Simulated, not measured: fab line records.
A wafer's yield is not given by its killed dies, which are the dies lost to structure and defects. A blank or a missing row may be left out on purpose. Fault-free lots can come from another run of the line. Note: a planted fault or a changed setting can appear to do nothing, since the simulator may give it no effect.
fab line records -- flow sky130
record: lots: 6, wafers: 18, lastDay: 50
route steps=708 shown METAL4@633 VIA4@639 PAD_OPEN@708
lots with no fault: from the same line, run without faults
startH: hours from the record's first day to the start of the lot's first wafer shown -- waitH: time in hours since the lot's previous step -- " identical to the entry in the row above -- L1.1+2: a row that stands for several wafers -- - value missing, or start not given -- * or withheld: withheld -- < > ~ a bound
route shown NAME@n: NAME is a module with steps in the file, n the number in the route of the first one -- usual: the fault-free wafers' mean and standard deviation -- same: alike in all rows -- chamber/n: place in a boat -- sites: readings site by site -- _std_site: standard deviation of those values -- _edge_site: the outer-site mean with the inner-site mean subtracted -- radiusMm: how far each site lies from the wafer's centre -- mask NAME#n: copy n -- behind: the tool/chamber that last shaped the wafer -- hold: reason for holding the lot/hours on hold/outcome of the hold -- device: whichever transistor did not switch (one of n, p or np) -- end of line: the tests these same wafers got at the end of their route -- a step with no rows: only its recipe -- killed: dies lost to structure and defects at the first sort, not the wafer's yield -- map: a wafer's dies, x killed, . not, _ none there
set.NAME: the run value of the setting; set.NAME@STEP: its run value at that earlier step -- model.NAME: the simulator's own value behind a step, which no gauge read
certain route steps with their lots: each step a table, each wafer a row
services: when a tool's chamber went out of use (startH, in hours from the record's first day, below 0 if earlier), for how many hours, and the reason
== steps ==
step: SKY_METAL4_ETCH_17
recipe: target: SiO2, stopOn: TiN, chemistry: C4F8/O2/Ar, sourceW: 1500, biasW: 1200, pressureMtorr: 40, c4f8FlowSccm: withheld, O2_flow_sccm: 6, Ar_flow_sccm: 300, timeS: 3.9, targetDepthA: 150
usual: oesProductAu: 0.754/0.0078
lot.wafer,tool,chamber,startH,waitH,oesProductAu,rfHoursCounterH
L420.1,rieDiel-02,0,1029.32,0.1,0.750,6
L420.2,rieDiel-02,2,1029.32,0.1,0.736,20
L420.6,rieDiel-02,1,1029.32,0.1,0.746,-
L425.1,rieDiel-03,2,1054.78,0.1,0.748,13
L425.3,rieDiel-03,3,1054.78,0.1,0.756,10
L425.5,rieDiel-03,2,1054.78,0.1,0.756,-
L427.3,rieDiel-03,2,1067.37,0.0,0.757,14
L427.5,rieDiel-03,3,1067.37,0.0,0.748,-
L427.6,rieDiel-03,2,1067.37,0.0,0.751,-
L432.2,rieDiel-04,2,1094.94,0.1,0.749,24
L432.3,rieDiel-04,1,1094.94,0.1,0.767,13
L432.5,rieDiel-04,0,1094.94,0.1,0.755,-
L434.2,rieDiel-02,1,1109.25,0.1,0.754,23
L434.3,rieDiel-02,3,1109.25,0.1,0.753,10
L434.5,rieDiel-02,0,1109.25,0.1,0.753,-
L437.1,rieDiel-04,0,1126.13,0.1,0.754,28
L437.4,rieDiel-04,3,1126.13,0.1,0.758,10
L437.6,rieDiel-04,2,1126.13,0.1,0.762,-
step: SKY_METAL4_METAL_ETCH_18
recipe: targetDepthA: 8450, stopOn: SiO2, overEtchFrac: 0.3, timeS: 183.1, chemistry: Cl2/BCl3, resistSidewallDeg: 88, pressureMtorr: 10, icpW: 900, biasW: 48.5, Cl2_flow_sccm: 60, bcl3FlowSccm: 30
usual: drypumpMotorCurrentA: 5.5/0.39, oesProductAu: 0.866/0.0073, throttleValvePct: 22.264/0.0094
lot.wafer,tool,chamber,startH,waitH,drypumpMotorCurrentA,oesProductAu,rfHoursCounterH,throttleValvePct
L420.1,rieMetal-02,1,1029.34,0.0,5.8,0.864,19,22.254
L420.2,rieMetal-02,0,1029.34,0.0,5.6,0.865,16,22.258
L420.6,rieMetal-02,0,1029.34,0.0,5.7,0.854,-,22.259
L425.1,rieMetal-01,1,1054.80,0.0,6.0,0.853,3,22.275
L425.3,rieMetal-01,0,1054.80,0.0,4.9,0.867,-,22.266
L425.5,rieMetal-01,1,1054.80,0.0,5.9,0.850,-,22.269
L427.3,rieMetal-01,1,1067.47,0.1,6.0,0.872,-,22.242
L427.5,rieMetal-01,1,1067.47,0.1,6.0,0.882,-,22.264
L427.6,rieMetal-01,0,1067.47,0.1,4.9,0.877,-,22.260
L432.2,rieMetal-02,0,1094.96,0.0,5.6,0.864,20,22.268
L432.3,rieMetal-02,1,1094.96,0.0,5.8,0.869,-,22.259
L432.5,rieMetal-02,1,1094.96,0.0,5.8,0.873,-,22.275
L434.2,rieMetal-02,0,1109.27,0.0,5.7,0.863,22,22.281
L434.3,rieMetal-02,0,1109.27,0.0,5.7,0.862,-,22.252
L434.5,rieMetal-02,1,1109.27,0.0,5.8,0.855,-,22.248
L437.1,rieMetal-02,0,1126.15,0.0,5.6,0.859,23,22.262
L437.4,rieMetal-02,0,1126.15,0.0,5.6,0.867,-,22.291
L437.6,rieMetal-02,1,1126.15,0.0,5.8,0.864,-,22.256
step: SKY_METAL4_STRIP_19
recipe: chemistry: O2/N2, powerW: 1400, pressureMtorr: 1500, platenTempC: withheld, o2FlowSccm: 3000, n2FlowSccm: 300, overashFraction: 0.5
usual: drypumpMotorCurrentA: 5.74/0.24, oesProductAu: 0.502/0.0064, stripTimeToEndpointS: 6.55/0.097
lot.wafer,tool,chamber,startH,waitH,drypumpMotorCurrentA,oesProductAu,rfHoursCounterH,stripTimeToEndpointS
L420.1,plasmaAsher-01,1,1029.52,0.1,5.93,0.511,58,6.71
L420.2,plasmaAsher-01,0,1029.52,0.1,6.25,0.506,58,6.64
L420.6,plasmaAsher-01,1,1029.52,0.1,5.91,0.504,-,6.61
L425.1,plasmaAsher-02,0,1054.97,0.1,6.02,0.505,127,6.47
L425.3,plasmaAsher-02,1,1054.97,0.1,5.74,0.495,-,6.47
L425.5,plasmaAsher-02,0,1054.97,0.1,5.98,0.501,-,6.48
L427.3,plasmaAsher-03,1,1067.66,0.1,5.60,0.498,-,6.53
L427.5,plasmaAsher-03,1,1067.66,0.1,5.59,0.502,-,6.52
L427.6,plasmaAsher-03,0,1067.66,0.1,5.48,0.502,-,6.55
L432.2,plasmaAsher-03,1,1095.14,0.1,5.59,0.497,93,6.51
L432.3,plasmaAsher-03,0,1095.14,0.1,5.49,0.510,-,6.71
L432.5,plasmaAsher-03,0,1095.14,0.1,5.50,0.517,-,6.80
L434.2,plasmaAsher-03,1,1109.45,0.1,5.59,0.498,95,6.49
L434.3,plasmaAsher-03,0,1109.45,0.1,5.48,0.501,-,6.59
L434.5,plasmaAsher-03,0,1109.45,0.1,5.52,0.504,-,6.67
L437.1,plasmaAsher-02,0,1126.32,0.1,6.00,0.512,5,6.57
L437.4,plasmaAsher-02,0,1126.32,0.1,6.00,0.506,-,6.49
L437.6,plasmaAsher-02,1,1126.32,0.1,5.72,0.506,-,6.66
step: SKY_METAL4_STRIP_20
recipe: chemistry: postEtchResidueRemover, timeS: 1200, tempC: 72.5
step: SKY_METAL4_CLEAN_21
recipe: chemistry: IPA, timeS: 180, tempC: 25
step: SKY_METAL4_CLEAN_22
recipe: chemistry: O3/DIW, dry: n2Spin
step: SKY_VIA4_HDPCVD_00
recipe: material: SiO2, targetThkNm: 1750, sigmaOpenFrac: 0.3, timeS: 291.7, tempC: 400, sih4FlowSccm: 60, pressureMtorr: 6
step: SKY_VIA4_THK_MEAS_01
recipe: reads: SiO2_of_VIA4_HDPCVD_00
usual: VIA4_HDPCVD_THK: 1749/22
lot.wafer,tool,chamber,startH,waitH,VIA4_HDPCVD_THK[nm]
L420.1,filmMetro-04,-,1030.38,0.2,1756
L420.2,filmMetro-04,-,1030.38,0.2,1746
L420.6,filmMetro-04,-,1030.38,0.2,1769
L425.1,filmMetro-01,-,1055.75,0.1,1781
L425.3,filmMetro-01,-,1055.75,0.1,1777
L425.5,filmMetro-01,-,1055.75,0.1,1775
L427.3,filmMetro-01,-,1068.42,0.1,1760
L427.5,filmMetro-01,-,1068.42,0.1,1752
L427.6,filmMetro-01,-,1068.42,0.1,1749
L432.2,filmMetro-03,-,1095.92,0.1,1771
L432.3,filmMetro-03,-,1095.92,0.1,1782
L432.5,filmMetro-03,-,1095.92,0.1,1754
L434.2,filmMetro-04,-,1110.23,0.1,1775
L434.3,filmMetro-04,-,1110.23,0.1,1824
L434.5,filmMetro-04,-,1110.23,0.1,1761
L437.1,filmMetro-04,-,1127.10,0.1,1718
L437.4,filmMetro-04,-,1127.10,0.1,1717
L437.6,filmMetro-04,-,1127.10,0.1,1704
step: SKY_VIA4_CMP_02
recipe: material: SiO2, downForcePsi: 4, platenRpm: 60, padVelocityMS: 0.94248
usual: headPressurePsi: 4.001/0.0097, motorCurrentA: 11.4/0.82, slurryFilterDpKPa: 13.48/0.14
lot.wafer,tool,chamber,startH,waitH,headPressurePsi,motorCurrentA,slurryFilterDpKPa
L420.1,cmp-01,2,1030.44,0.1,3.985,10.3,13.47
L420.2,cmp-01,3,1030.44,0.1,4.008,11.6,13.74
L420.6,cmp-01,2,1030.44,0.1,3.991,10.1,13.64
L425.1,cmp-01,1,1055.98,0.2,4.009,12.6,13.08
L425.3,cmp-01,2,1055.98,0.2,3.994,10.1,13.51
L425.5,cmp-01,0,1055.98,0.2,3.985,11.4,13.45
L427.3,cmp-01,0,1068.46,0.0,4.003,12.9,13.42
L427.6,cmp-01,0,1068.46,0.0,3.995,12.1,13.41
L427.5,cmp-01,1,1068.46,0.0,4.005,11.8,13.64
L432.3,cmp-02,3,1096.13,0.2,4.001,11.4,13.48
L432.2,cmp-02,0,1096.13,0.2,3.991,12.3,13.64
L432.5,cmp-02,2,1096.13,0.2,4.006,10.0,13.43
L434.3,cmp-02,3,1110.33,0.1,3.995,11.1,13.51
L434.2,cmp-02,1,1110.33,0.1,4.005,12.2,13.72
L434.5,cmp-02,3,1110.33,0.1,3.995,11.0,13.48
L437.1,cmp-01,2,1127.26,0.1,3.999,10.6,13.50
L437.4,cmp-01,3,1127.26,0.1,4.007,11.6,13.25
L437.6,cmp-01,0,1127.26,0.1,4.005,11.3,13.20
step: SKY_VIA4_BOW_MEAS_03
recipe: mode: bow
usual: VIA4_BOW: 80/8.4
lot.wafer,tool,chamber,startH,waitH,VIA4_BOW[um]
L420.1,filmMetro-04,-,1030.74,0.2,84
L420.2,filmMetro-04,-,1030.74,0.2,82
L420.6,filmMetro-04,-,1030.74,0.2,86
L425.1,filmMetro-04,-,1056.18,0.1,80
L425.3,filmMetro-04,-,1056.18,0.1,84
L425.5,filmMetro-04,-,1056.18,0.1,76
L427.3,filmMetro-01,-,1068.80,0.3,87
L427.5,filmMetro-01,-,1068.80,0.3,93
L427.6,filmMetro-01,-,1068.80,0.3,81
L432.2,filmMetro-03,-,1096.35,0.1,74
L432.3,filmMetro-03,-,1096.35,0.1,71
L432.5,filmMetro-03,-,1096.35,0.1,77
L434.2,filmMetro-04,-,1110.60,0.1,71
L434.3,filmMetro-04,-,1110.60,0.1,63
L434.5,filmMetro-04,-,1110.60,0.1,94
L437.1,filmMetro-01,-,1127.46,0.1,80
L437.4,filmMetro-01,-,1127.46,0.1,91
L437.6,filmMetro-01,-,1127.46,0.1,82
step: SKY_VIA4_DEHYDRATE_04
recipe: tempC: 200, timeS: 60
step: SKY_VIA4_HMDS_05
recipe: primeTimeS: 60, primeTempC: 120
step: SKY_VIA4_COAT_06
recipe: resist: NOVOLAK, spinRpm: 3000, resistThkNm: 1140
lot.wafer,tool,chamber,startH,waitH,model.NOVOLAK_of_VIA4_COAT_06.thkNm
L420.1,lithoTrack-03,0,1041.93,0.1,1148
L420.2,lithoTrack-03,0,1041.93,0.1,1142
L420.6,lithoTrack-03,0,1041.93,0.1,1143
L425.1,lithoTrack-04,0,1066.21,0.1,1141
L425.3,lithoTrack-04,0,1066.21,0.1,1138
L425.5,lithoTrack-04,0,1066.21,0.1,1140
L427.3,lithoTrack-03,0,1079.33,0.1,1140
L427.5,lithoTrack-03,0,1079.33,0.1,1139
L427.6,lithoTrack-03,0,1079.33,0.1,1141
L432.2,lithoTrack-04,0,1106.28,0.1,970.9
L432.3,lithoTrack-04,0,1106.28,0.1,971.2
L432.5,lithoTrack-04,0,1106.28,0.1,966.1
L434.2,lithoTrack-04,0,1120.43,0.1,973.9
L434.3,lithoTrack-04,0,1120.43,0.1,969.2
L434.5,lithoTrack-04,0,1120.43,0.1,970.4
L437.1+4,lithoTrack-02,0,1136.14,0.1,1138
L437.6,lithoTrack-02,0,1136.14,0.1,1141
step: SKY_VIA4_SOFTBAKE_07
recipe: tempC: 90, timeS: 60, resist: NOVOLAK
step: SKY_VIA4_EXPOSE_08
recipe: maskId: VIM4, na: 0.6, sourceShape: conventional, sigmaOuter: 0.6, polarization: unpolarized, targetCdNm: 800, doseMj: 132
step: SKY_VIA4_PEB_09
recipe: tempC: withheld, timeS: *, resist: NOVOLAK
step: SKY_VIA4_DEVELOP_10
recipe: resist: NOVOLAK, developer: TMAH, developTimeS: 60, devTempC: 23
step: SKY_VIA4_OVL_MEAS_11
usual: VIA4_OVL: -0.6/1.3
lot.wafer,tool,chamber,startH,waitH,VIA4_OVL[nm]
L420.1,overlay-01,-,1053.33,0.1,-2.2
L420.2,overlay-01,-,1053.33,0.1,-2.1
L420.6,overlay-01,-,1053.33,0.1,-0.3
L425.1,overlay-01,-,1076.71,0.1,0.4
L425.3,overlay-01,-,1076.71,0.1,-2.3
L425.5,overlay-01,-,1076.71,0.1,0.0
L427.3,overlay-01,-,1090.29,0.1,-2.0
L427.5,overlay-01,-,1090.29,0.1,-1.5
L427.6,overlay-01,-,1090.29,0.1,-1.5
L432.2,overlay-02,-,1116.04,0.1,-0.6
L432.3,overlay-02,-,1116.04,0.1,0.6
L432.5,overlay-02,-,1116.04,0.1,-0.5
L434.2,overlay-01,-,1130.65,0.1,0.1
L434.3,overlay-01,-,1130.65,0.1,-1.2
L434.5,overlay-01,-,1130.65,0.1,2.4
L437.1,overlay-01,-,1146.19,0.1,-0.9
L437.4,overlay-01,-,1146.19,0.1,-1.0
L437.6,overlay-01,-,1146.19,0.1,0.1
step: SKY_VIA4_ETCH_12
recipe: target: SiO2, chemistry: C4F8/O2/Ar, stopOn: TiN, maskMaterial: NOVOLAK, sourceW: 1500, biasW: 1200, pressureMtorr: 40, c4f8FlowSccm: withheld, O2_flow_sccm: 6, Ar_flow_sccm: 300, timeS: withheld, targetDepthA: 5800
usual: oesProductAu: 0.925/0.0047
lot.wafer,tool,chamber,startH,waitH,oesProductAu,model.NOVOLAK_of_VIA4_COAT_06.thkNm,model.VIA4.cdNm
L420.1,rieDiel-01,0,1053.37,0.0,0.923,1010,803.8
L420.2,rieDiel-01,3,1053.37,0.0,0.929,1016,804.7
L420.6,rieDiel-01,3,1053.37,0.0,0.923,1017,804
L425.1,rieDiel-02,3,1076.74,0.0,0.926,1013,798.9
L425.3,rieDiel-02,2,1076.74,0.0,0.930,1008,799.1
L425.5,rieDiel-02,0,1076.74,0.0,0.923,1011,799.3
L427.3,rieDiel-01,1,1090.32,0.0,0.923,1007,802.9
L427.5,rieDiel-01,3,1090.32,0.0,0.926,1010,803.3
L427.6,rieDiel-01,0,1090.32,0.0,0.920,1003,803.5
L432.2,rieDiel-02,1,1116.07,0.0,0.928,846.2,817.9
L432.3,rieDiel-02,0,1116.07,0.0,0.922,841.2,820.3
L432.5,rieDiel-02,0,1116.07,0.0,0.928,834.9,821.7
L434.2,rieDiel-02,0,1130.68,0.0,0.924,844.7,817.5
L434.3,rieDiel-02,2,1130.68,0.0,0.926,840.7,817.3
L434.5,rieDiel-02,3,1130.68,0.0,0.926,842.3,816.9
L437.1,rieDiel-01,1,1146.23,0.0,0.927,1003,802.4
L437.4,rieDiel-01,1,1146.23,0.0,0.933,1004,799.9
L437.6,rieDiel-01,3,1146.23,0.0,0.928,1013,799.5
step: SKY_VIA4_STRIP_13
recipe: chemistry: O2/N2, powerW: 1400, pressureMtorr: 1500, platenTempC: withheld, o2FlowSccm: 3000, n2FlowSccm: 300, overashFraction: 0.5
usual: drypumpMotorCurrentA: 5.8/0.38, oesProductAu: 0.709/0.0045, stripTimeToEndpointS: 12.81/0.036
lot.wafer,tool,chamber,startH,waitH,drypumpMotorCurrentA,oesProductAu,rfHoursCounterH,stripTimeToEndpointS
L420.1,plasmaAsher-01,0,1053.44,-,6.2,0.707,60,12.78
L420.2,plasmaAsher-01,1,1053.44,-,5.9,0.712,60,12.86
L420.6,plasmaAsher-01,1,1053.44,-,5.9,0.713,-,12.86
L425.1,plasmaAsher-04,0,1076.81,-,5.6,0.706,31,12.81
L425.3,plasmaAsher-04,0,1076.81,-,5.6,0.712,-,12.85
L425.5,plasmaAsher-04,0,1076.81,-,5.6,0.719,-,12.78
L427.3,plasmaAsher-04,1,1090.42,-,5.1,0.707,-,12.82
L427.5,plasmaAsher-04,1,1090.42,-,5.1,0.715,-,12.79
L427.6,plasmaAsher-04,0,1090.42,-,5.6,0.702,-,12.78
L432.2,plasmaAsher-01,0,1116.14,-,6.2,0.675,67,10.96
L432.3,plasmaAsher-01,0,1116.14,-,6.2,0.681,-,10.90
L432.5,plasmaAsher-01,1,1116.14,-,5.9,0.670,-,10.84
L434.2,plasmaAsher-04,1,1130.75,-,5.2,0.682,36,10.94
L434.3,plasmaAsher-04,1,1130.75,-,5.1,0.683,-,10.87
L434.5,plasmaAsher-04,1,1130.75,-,5.1,0.679,-,10.90
L437.1,plasmaAsher-02,1,1146.30,-,5.7,0.707,7,12.76
L437.4,plasmaAsher-02,0,1146.30,-,6.0,0.709,-,12.78
L437.6,plasmaAsher-02,1,1146.30,-,5.7,0.709,-,12.82
step: SKY_VIA4_STRIP_14
recipe: chemistry: postEtchResidueRemover, timeS: 1200, tempC: 72.5
step: SKY_PAD_OPEN_PROBE_99
usual: defectLimitedYield: 82.5/1.8, killed_at_M0_to_M3: 43/6.6, killed_at_M4_up: 2.9/1.8, killedAtContacts: 25/5.3, killedAtFrontEnd: 15/4.1, killedAtOther: 0.3/0.6, killedDies: 86/8.8, killedOpen: 47/6.7, killedShort: 39/6.2, sort_bin_3_pad_short: 0.9/0.44, sort_bin_5_function: 10.3/1.6, sort_bin_6_memory: 6.3/1, sortNPass: 406/8.8, sortYieldPct: 82.5/1.8
same: grossDies: 492, killedAtBackSide: 0, sort_bin_4_leakage[%]: 0, sort_bin_8_speed[%]: 0
lot.wafer,tool,chamber,startH,waitH,defectLimitedYield[%],killed_at_M0_to_M3,killed_at_M4_up,killedAtContacts,killedAtFrontEnd,killedAtOther,killedDies,killedOpen,killedShort,sort_bin_3_pad_short[%],sort_bin_5_function[%],sort_bin_6_memory[%],sortNPass,sortYieldPct[%]
L420.1,prober-01,-,1120.21,0.1,83.9,40,4,21,14,0,79,35,43,0.6,10.2,5.3,413,83.9
L420.2,prober-01,-,1120.26,0.1,80.7,54,5,20,16,0,95,44,50,1.4,11.0,6.9,397,80.7
L420.6,prober-01,-,1120.46,0.2,80.1,55,3,26,14,0,98,49,49,1.4,11.2,7.3,394,80.1
L425.1,prober-01,-,1141.66,0.1,82.1,37,1,31,17,2,88,48,38,0.6,10.4,6.9,404,82.1
L425.3,prober-01,-,1141.76,0.2,79.5,44,1,35,21,0,101,62,38,1.8,13.2,5.5,391,79.5
L425.5,prober-01,-,1141.86,0.2,79.1,59,6,21,16,1,103,60,42,0.8,13.8,6.3,389,79.1
L432.2,prober-02,-,1176.75,0.1,80.1,46,10,22,20,0,98,59,31,0.8,11.6,7.5,394,80.1
L432.3,prober-02,-,1176.80,0.2,84.1,44,3,13,18,0,78,39,39,1.2,8.7,5.9,414,84.1
L432.5,prober-02,-,1176.90,0.2,81.9,38,0,31,19,1,89,53,36,1.4,11.8,4.9,403,81.9
L437.1,prober-01,-,1201.15,0.1,82.3,40,1,23,23,0,87,50,37,0.6,11.2,5.9,405,82.3
L437.4,prober-01,-,1201.30,0.2,78.5,49,3,34,20,0,106,58,47,1.2,14.0,6.3,386,78.5
L437.6,prober-01,-,1201.40,0.2,82.7,47,1,14,23,0,85,47,38,0.8,10.0,6.5,407,82.7
killed by level:class
L420.1 VIA1:geometricParticle:open=7 CONTACT:geometricParticle:short=7 METAL1:geometricParticle:short=7 POLY_GATE:geometricParticle:open=6 CONTACT:geometricParticle:open=6 LI_CONTACT:geometricParticle:open=5 VIA2:geometricParticle:short=5 METAL2:geometricParticle:short=4
L420.2 VIA1:geometricParticle:open=12 METAL2:geometricParticle:short=8 VIA3:geometricParticle:open=7 VIA2:geometricParticle:open=7 METAL1:geometricParticle:short=6 FIELD_ISO:geometricParticle:short=5 LI_CONTACT:geometricParticle:open=5 LOCAL_INTERCONNECT:geometricParticle:short=5
L420.6 VIA1:geometricParticle:open=12 VIA1:geometricParticle:short=11 VIA3:geometricParticle:open=9 CONTACT:geometricParticle:open=8 CONTACT:geometricParticle:short=7 METAL1:geometricParticle:short=7 VIA2:geometricParticle:open=7 POLY_GATE:geometricParticle:short=4
L425.1 VIA1:geometricParticle:open=12 CONTACT:geometricParticle:open=11 CONTACT:geometricParticle:short=8 METAL2:geometricParticle:short=7 FIELD_ISO:geometricParticle:open=5 LI_CONTACT:geometricParticle:open=5 LOCAL_INTERCONNECT:geometricParticle:short=5 METAL1:geometricParticle:short=5
L425.3 CONTACT:geometricParticle:open=16 VIA1:geometricParticle:open=12 FIELD_ISO:geometricParticle:open=11 LOCAL_INTERCONNECT:geometricParticle:short=7 VIA2:geometricParticle:open=7 LI_CONTACT:geometricParticle:open=6 VIA3:geometricParticle:open=6 METAL1:geometricParticle:short=5
L425.5 VIA1:geometricParticle:open=21 VIA3:geometricParticle:open=10 CONTACT:geometricParticle:open=9 CONTACT:geometricParticle:short=6 VIA2:geometricParticle:open=6 FIELD_ISO:geometricParticle:short=5 METAL3:geometricParticle:short=5 METAL4:geometricParticle:short=4
L432.2 VIA1:geometricParticle:open=14 CONTACT:geometricParticle:open=12 VIA3:geometricParticle:open=10 VIA4:areaEtch=8 POLY_GATE:geometricParticle:open=7 VIA2:geometricParticle:open=5 VIA1:geometricParticle:short=4 METAL2:geometricParticle:short=4
L432.3 VIA1:geometricParticle:open=12 METAL1:geometricParticle:short=9 FIELD_ISO:geometricParticle:open=7 VIA1:geometricParticle:short=5 CONTACT:geometricParticle:short=5 CONTACT:geometricParticle:open=4 POLY_GATE:geometricParticle:short=3 VIA2:geometricParticle:short=3
L432.5 CONTACT:geometricParticle:open=14 LI_CONTACT:geometricParticle:open=9 METAL1:geometricParticle:short=7 VIA3:geometricParticle:open=7 VIA1:geometricParticle:open=6 FIELD_ISO:geometricParticle:short=5 POLY_GATE:geometricParticle:open=4 FIELD_ISO:geometricParticle:open=3
L437.1 VIA1:geometricParticle:open=11 VIA2:geometricParticle:open=10 CONTACT:geometricParticle:open=8 METAL1:geometricParticle:short=7 FIELD_ISO:geometricParticle:short=6 FIELD_ISO:geometricParticle:open=6 CONTACT:geometricParticle:short=6 POLY_GATE:geometricParticle:open=5
L437.4 VIA1:geometricParticle:open=13 CONTACT:geometricParticle:open=12 METAL2:geometricParticle:short=10 VIA3:geometricParticle:open=9 CONTACT:geometricParticle:short=9 LI_CONTACT:geometricParticle:open=6 VIA1:geometricParticle:short=6 POLY_GATE:geometricParticle:short=5
L437.6 VIA2:geometricParticle:open=8 VIA1:geometricParticle:open=8 FIELD_ISO:geometricParticle:open=7 CONTACT:geometricParticle:open=7 METAL1:geometricParticle:short=6 VIA1:geometricParticle:short=6 METAL2:geometricParticle:short=6 FIELD_ISO:geometricParticle:short=4
== services ==
tool,chamber,startH,hours,kind
plasmaAsher-04,-,1005.88,1.0,repair
rieDiel-03,-,1013.59,2.8,pm
plasmaAsher-02,-,1017.07,4.1,repair
rieMetal-01,1,1018.16,5.2,repair
rieDiel-02,3,1022.15,41.1,repair
cmp-01,-,1024.50,0.7,repair
cmp-02,-,1028.38,52.1,repair
plasmaAsher-04,-,1033.91,2.8,pm
plasmaAsher-03,-,1035.67,2.9,repair
cmp-01,-,1043.43,3.4,repair
plasmaAsher-02,-,1055.25,9.0,pm
rieDiel-02,1,1058.58,5.4,repair
plasmaAsher-02,-,1066.42,3.0,repair
rieDiel-01,1,1073.28,1.2,repair
cmp-01,-,1093.57,5.2,pm
plasmaAsher-04,-,1096.74,5.2,repair
plasmaAsher-02,-,1109.41,3.9,repair
rieMetal-02,-,1109.75,1.4,pm
rieDiel-01,2,1121.69,27.5,repair
rieDiel-01,3,1124.03,6.2,repair
plasmaAsher-01,-,1134.65,2.8,pm
cmp-01,-,1134.70,0.9,repair
rieMetal-02,-,1134.71,14.6,pm
cmp-01,-,1144.99,4.0,pm
== key ==
firstSign: step: SKY_VIA4_STRIP_13, reading: stripTimeToEndpointS, direction: down, sigmas: 53, usual: *, struck: *
effect: step: SKY_VIA4_STRIP_13, reading: oesProductAu, direction: down, sigmas: 6.8, usual: 0.709, struck: 0.678
modelEffect: step: SKY_VIA4_COAT_06, value: NOVOLAK_of_VIA4_COAT_06.thkNm, without: 1142, struck: 970.3
modelEffect: step: SKY_VIA4_ETCH_12, value: NOVOLAK_of_VIA4_COAT_06.thkNm, without: 1013, struck: 841.7
metAt SKY_VIA4_COAT_06
struckWafers L432.2,L432.3,L432.5,L434.2,L434.3,L434.5
onsetBetween 1066.21 1106.28
alsoFits SKY_METAL4_STRIP_19:plasmaAsher-03,SKY_VIA4_CMP_02:cmp-02,SKY_VIA4_ETCH_12:rieDiel-02
fault: kind: processParameterDrift, tool: lithoTrack-04, chamber: -, onsetH: 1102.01, steps: SKY_VIA4_COAT_06, channel: resistThkNm, offset: -171.03, shape: step, endH: 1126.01, actsIn: theseRecipesOnly, stated: 1140
